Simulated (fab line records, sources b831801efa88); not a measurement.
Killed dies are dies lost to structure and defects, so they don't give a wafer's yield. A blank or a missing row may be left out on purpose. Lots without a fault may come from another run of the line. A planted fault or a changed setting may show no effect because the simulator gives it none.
Which tool did it? | flow sky130 | 10 lots, 30 wafers sampled, at 6 steps of a route of 708

WHAT THE GAUGES READ, wafer by wafer
The record holds no reading of a measuring or inspecting step that can be judged against a usual standard deviation.

WHICH TOOL RAN EACH LOT (tool, then ch and the chambers of the sampled wafers, then the start)
lot  | SKY_VIA1_ETCH_15                   | SKY_METAL4_SPUTTER_03        | SKY_METAL4_STRIP_19                  | SKY_VIA4_ETCH_12                   | SKY_VIA4_STRIP_13                    | SKY_PAD_OPEN_PROBE_99
L757 | rie_diel-03 ch 1,2, day 36 18:03   | pvd_sputter-01, day 42 08:49 | plasma_asher-04 ch 0,1, day 44 07:49 | rie_diel-02 ch 1,2, day 45 07:08   | plasma_asher-01 ch 0,1, day 45 07:15 | -
L759 | rie_diel-02 ch 0,1, day 37 06:15   | pvd_sputter-01, day 42 22:43 | plasma_asher-04 ch 0,1, day 44 22:48 | rie_diel-04 ch 1,2, day 45 21:38   | plasma_asher-04 ch 1, day 45 21:43   | -
L760 | rie_diel-01 ch 1,2,3, day 37 08:26 | pvd_sputter-03, day 43 01:21 | plasma_asher-02 ch 0,1, day 45 00:20 | rie_diel-02 ch 1,2,3, day 45 23:32 | plasma_asher-02 ch 0,1, day 45 23:37 | -
L761 | rie_diel-03 ch 0,2,3, day 37 13:17 | pvd_sputter-03, day 43 06:25 | plasma_asher-02 ch 1, day 45 04:58   | rie_diel-01 ch 0,1,2, day 46 03:58 | plasma_asher-04 ch 1, day 46 04:02   | prober-01, day 48 22:48
L762 | rie_diel-01 ch 1,2,3, day 38 00:24 | pvd_sputter-02, day 43 12:21 | plasma_asher-03 ch 0,1, day 45 10:41 | rie_diel-04 ch 0,2,3, day 46 09:08 | plasma_asher-01 ch 0,1, day 46 09:13 | -
L764 | rie_diel-02 ch 0,2, day 39 02:21   | pvd_sputter-03, day 44 14:04 | plasma_asher-03 ch 0,1, day 46 10:17 | rie_diel-02 ch 1,2,3, day 47 08:23 | plasma_asher-01 ch 0,1, day 47 08:28 | prober-01, day 49 22:25
L765 | rie_diel-03 ch 0,2, day 39 03:39   | pvd_sputter-01, day 44 13:44 | plasma_asher-02 ch 0,1, day 46 09:56 | rie_diel-01 ch 2,3, day 47 08:23   | plasma_asher-02 ch 0,1, day 47 08:28 | -
L766 | rie_diel-02 ch 1,3, day 39 09:17   | pvd_sputter-03, day 44 18:01 | plasma_asher-02 ch 0,1, day 46 15:47 | rie_diel-02 ch 1,3, day 47 13:04   | plasma_asher-02 ch 0, day 47 13:08   | prober-02, day 50 01:32
L771 | rie_diel-01 ch 1,2, day 40 15:54   | pvd_sputter-03, day 45 23:08 | plasma_asher-02 ch 1, day 47 17:50   | rie_diel-02 ch 0,1,3, day 48 14:38 | plasma_asher-02 ch 0,1, day 48 14:43 | -
L775 | rie_diel-02 ch 1,2, day 41 18:12   | pvd_sputter-02, day 46 21:44 | plasma_asher-02 ch 0,1, day 48 16:51 | rie_diel-01 ch 0,1,3, day 49 12:37 | plasma_asher-02 ch 0,1, day 49 12:43 | -
- SKY_VIA1_ETCH_15: etches SiO2 in C4F8/O2/Ar, stops on TiN, target depth 351 nm, time 54 s.
- SKY_METAL4_SPUTTER_03: material Ti, target thk 5 nm, time 3.3 s.
- SKY_METAL4_STRIP_19: strips in O2/N2.
- SKY_VIA4_ETCH_12: etches SiO2 in C4F8/O2/Ar, stops on TiN, target depth 580 nm.
- SKY_VIA4_STRIP_13: strips in O2/N2.
- SKY_PAD_OPEN_PROBE_99

WHAT THE TOOLS THEMSELVES READ (means of the sampled wafers that have a number; where no wafer has one, the mark that the record gives instead)
SKY_VIA1_ETCH_15.
lot  | tool        | bias_w (W) | chamber_pressure_mTorr (mTorr) | oes_product_au (a.u.)
L757 | rie_diel-03 | 1200       | 39.97                          | 0.980
L759 | rie_diel-02 | 1202       | 40.01                          | 0.983
L760 | rie_diel-01 | 1200       | 39.98                          | 0.979
L761 | rie_diel-03 | 1199       | 39.99                          | 0.977
L762 | rie_diel-01 | 1201       | 40.00                          | 0.986
L764 | rie_diel-02 | 1200       | 40.02                          | 0.980
L765 | rie_diel-03 | 1199       | 40.02                          | 0.975
L766 | rie_diel-02 | 1200       | 40.04                          | 0.981
L771 | rie_diel-01 | 1202       | 39.99                          | 0.978
L775 | rie_diel-02 | 1199       | 40.01                          | 0.980

SKY_METAL4_SPUTTER_03.
lot  | tool           | throttle_valve_pct (%)
L757 | pvd_sputter-01 | 30.8
L759 | pvd_sputter-01 | 29.4
L760 | pvd_sputter-03 | 30.1
L761 | pvd_sputter-03 | 30.1
L762 | pvd_sputter-02 | 30.0
L764 | pvd_sputter-03 | 30.7
L765 | pvd_sputter-01 | 29.3
L766 | pvd_sputter-03 | 31.1
L771 | pvd_sputter-03 | 29.3
L775 | pvd_sputter-02 | 30.5

SKY_METAL4_STRIP_19.
lot  | tool            | drypump_motor_current_A (A) | oes_product_au (a.u.) | strip_time_to_endpoint_s (s)
L757 | plasma_asher-04 | 5.84                        | 0.500                 | 6.51
L759 | plasma_asher-04 | 5.83                        | 0.506                 | 6.57
L760 | plasma_asher-02 | 6.12                        | 0.504                 | 6.56
L761 | plasma_asher-02 | 6.34                        | 0.502                 | 6.55
L762 | plasma_asher-03 | 5.64                        | 0.500                 | 6.47
L764 | plasma_asher-03 | 5.62                        | 0.501                 | 6.46
L765 | plasma_asher-02 | 5.89                        | 0.500                 | 6.46
L766 | plasma_asher-02 | 5.90                        | 0.500                 | 6.54
L771 | plasma_asher-02 | 6.33                        | 0.501                 | 6.54
L775 | plasma_asher-02 | 5.90                        | 0.500                 | 6.52

SKY_VIA4_ETCH_12.
lot  | tool        | bias_w (W) | chamber_pressure_mTorr (mTorr) | oes_product_au (a.u.)
L757 | rie_diel-02 | 1197       | 39.98                          | 0.929
L759 | rie_diel-04 | 1203       | 39.99                          | 0.925
L760 | rie_diel-02 | 1201       | 40.02                          | 0.930
L761 | rie_diel-01 | 1201       | 40.00                          | 0.930
L762 | rie_diel-04 | 1199       | 39.99                          | 0.925
L764 | rie_diel-02 | -          | -                              | -
L765 | rie_diel-01 | 1197       | 39.98                          | 0.928
L766 | rie_diel-02 | -          | -                              | -
L771 | rie_diel-02 | 1205       | 40.01                          | 0.930
L775 | rie_diel-01 | 1198       | 39.98                          | 0.929

SKY_VIA4_STRIP_13.
lot  | tool            | drypump_motor_current_A (A) | oes_product_au (a.u.) | strip_time_to_endpoint_s (s)
L757 | plasma_asher-01 | 5.5                         | 0.707                 | 12.813
L759 | plasma_asher-04 | 5.7                         | 0.705                 | 12.757
L760 | plasma_asher-02 | 6.1                         | 0.712                 | 12.787
L761 | plasma_asher-04 | 5.7                         | 0.708                 | 12.813
L762 | plasma_asher-01 | 5.5                         | 0.707                 | 12.832
L764 | plasma_asher-01 | 5.5                         | 0.716                 | 14.183
L765 | plasma_asher-02 | 6.1                         | 0.708                 | 12.804
L766 | plasma_asher-02 | 5.7                         | 0.716                 | 14.202
L771 | plasma_asher-02 | 5.9                         | 0.711                 | 12.792
L775 | plasma_asher-02 | 5.9                         | 0.709                 | 12.815

SKY_PAD_OPEN_PROBE_99.
lot  | tool      | defect_limited_yield (%) | killed_at_M0_to_M3 | killed_at_M4_up | killed_at_contacts | killed_at_front_end | killed_at_other | killed_dies | killed_on_rim | killed_open | killed_short | sort_bin_3_pad_short (%) | sort_bin_5_function (%) | sort_bin_6_memory (%) | sort_n_pass | sort_yield_pct (%)
L761 | prober-01 | 83.7                     | 46                 | 1.0             | 18                 | 13                  | 2.0             | 80          | 16            | 47          | 33           | 1.0                      | 10.2                    | 5.1                   | 412         | 83.7
L764 | prober-01 | 0.0                      | 42                 | 407.7           | 28                 | 13                  | 0.3             | 492         | 96            | 46          | 41           | 0.3                      | 93.0                    | 6.6                   | 0           | 0.0
L766 | prober-02 | 0.0                      | 37                 | 416.0           | 27                 | 12                  | 0.0             | 492         | 96            | 43          | 36           | 0.8                      | 93.0                    | 6.2                   | 0           | 0.0

THE ANSWER, worked out from the rows above alone
Rule: what is usual is taken from the lots themselves. Put in order of their means at a reading, lots are off if they are a third of the lots or fewer, leave a main group of 4 or more, and stand apart from it by a gap of 3 or more times the standard deviation of the main group's means; of several such gaps the widest counts. A main group whose means are all the same, to the digits that the tables above print for the reading, isn't used. A lot without any number at a reading at which 4 lots or more have one is off too. The other lots that the step has rows for count as sound. The gauges are gone through in route order, then the tools' own readings, and for those a lot's mean is taken as printed above. The first step at which some lot is off is used, and at that step the reading that is off furthest; a lot without a number counts as furthest.
Off: L764, L766, at SKY_VIA4_ETCH_12 (bias_w). Without a number there: L764, L766. The main group: mean 1200 W, standard deviation 2.7.
A tool fits if, at that step or a process step before it, it ran every lot that is off, and no sound lot after the first of them. None of those tried fits.

WHAT THE SIMULATOR HAD PUT IN
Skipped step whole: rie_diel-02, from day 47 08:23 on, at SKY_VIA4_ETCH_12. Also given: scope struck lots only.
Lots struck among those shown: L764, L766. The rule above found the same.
